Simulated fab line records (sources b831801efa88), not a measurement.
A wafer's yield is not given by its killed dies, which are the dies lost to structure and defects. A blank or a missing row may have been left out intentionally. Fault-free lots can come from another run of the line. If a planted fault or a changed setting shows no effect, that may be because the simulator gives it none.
One fault seen from 2 desks + flow sky130 + what lay behind the numbers comes last; until then each desk has only its own

== FROM THE METROLOGY DESK ==
Lot by lot, what the gauges showed, no matter which tool ran the lot: averages of those sampled wafers that carry a number. The brackets show how far a lot's mean lies from the usual mean; more than 4 standard deviations puts the lot out of limits, marked OUT.
Columns: A = CAP2M_CVD_00_THK at SKY_CAP2M_THK_MEAS_01, usual 15.42 nm; B = PASSIVATION_CVD_00_THK at SKY_PASSIVATION_THK_MEAS_01, usual 89.6 nm
| lot  | first seen here | A     | B    |
|------|-----------------|-------|------|
| L740 | day 39 20:14    | 15.88 | 90.7 |
| L741 | day 40 07:50    | 15.45 | 90.1 |
| L742 | day 40 11:45    | 15.54 | 90.8 |
| L744 | day 41 08:01    | 15.32 | 90.7 |
| L746 | day 42 01:05    | 15.65 | 90.0 |
| L747 | day 42 02:26    | 15.34 | 89.7 |
| L748 | day 43 01:07    | 15.34 | 90.5 |
| L750 | day 43 06:29    | 15.72 | 88.2 |
| L753 | day 43 18:56    | 15.45 | 89.1 |
| L755 | day 44 11:44    | 15.16 | 89.7 |
| L756 | day 44 20:16    | 15.57 | 90.1 |
| L758 | day 45 02:34    | 15.18 | 89.4 |
This desk's finding: nothing out of limits on any of the 12 lots.

== AT THE TOOL OWNER'S DESK: cvdW-02 ==
The tool's own readings at SKY_VIA1_CVD_21 (deposits W, target thk 270 nm, time 80.902 s): means of the sampled wafers that have a number, for each lot that ran on this tool. The brackets show how far a lot's mean lies from the usual mean; more than 4 standard deviations puts the lot out of limits, marked OUT.
Columns: A = chamberPressureTorr at SKY_VIA1_CVD_21, usual 40.00 Torr; B = heaterPowerOuterW at SKY_VIA1_CVD_21, usual 576 W; C = heaterPowerW at SKY_VIA1_CVD_21, usual 900 W
| lot  | first seen here | A     | B   | C    |
|------|-----------------|-------|-----|------|
| L740 | day 33 23:19    | 39.96 | 615 | 933  |
| L742 | day 34 15:15    | 39.96 | 618 | 938  |
| L747 | day 36 11:46    | 39.93 | 548 | 846  |
| L748 | day 37 15:15    | 39.98 | 559 | 848  |
| L750 | day 37 20:52    | 39.95 | 607 | 944  |
| L753 | day 38 10:11    | 39.96 | 621 | 941  |
| L755 | day 39 03:16    | 40.09 | 669 | 1029 |
| L756 | day 39 15:12    | 39.97 | 555 | 851  |
| L758 | day 39 22:59    | 40.05 | 613 | 922  |
This desk's finding: nothing out of limits on any of the 9 lots.

== TAKEN TOGETHER ==
From the metrology desk's view, nothing was out of limits.
The tool owner's desk saw nothing out of limits.

== WHAT THE SIMULATOR HAD PUT IN ==
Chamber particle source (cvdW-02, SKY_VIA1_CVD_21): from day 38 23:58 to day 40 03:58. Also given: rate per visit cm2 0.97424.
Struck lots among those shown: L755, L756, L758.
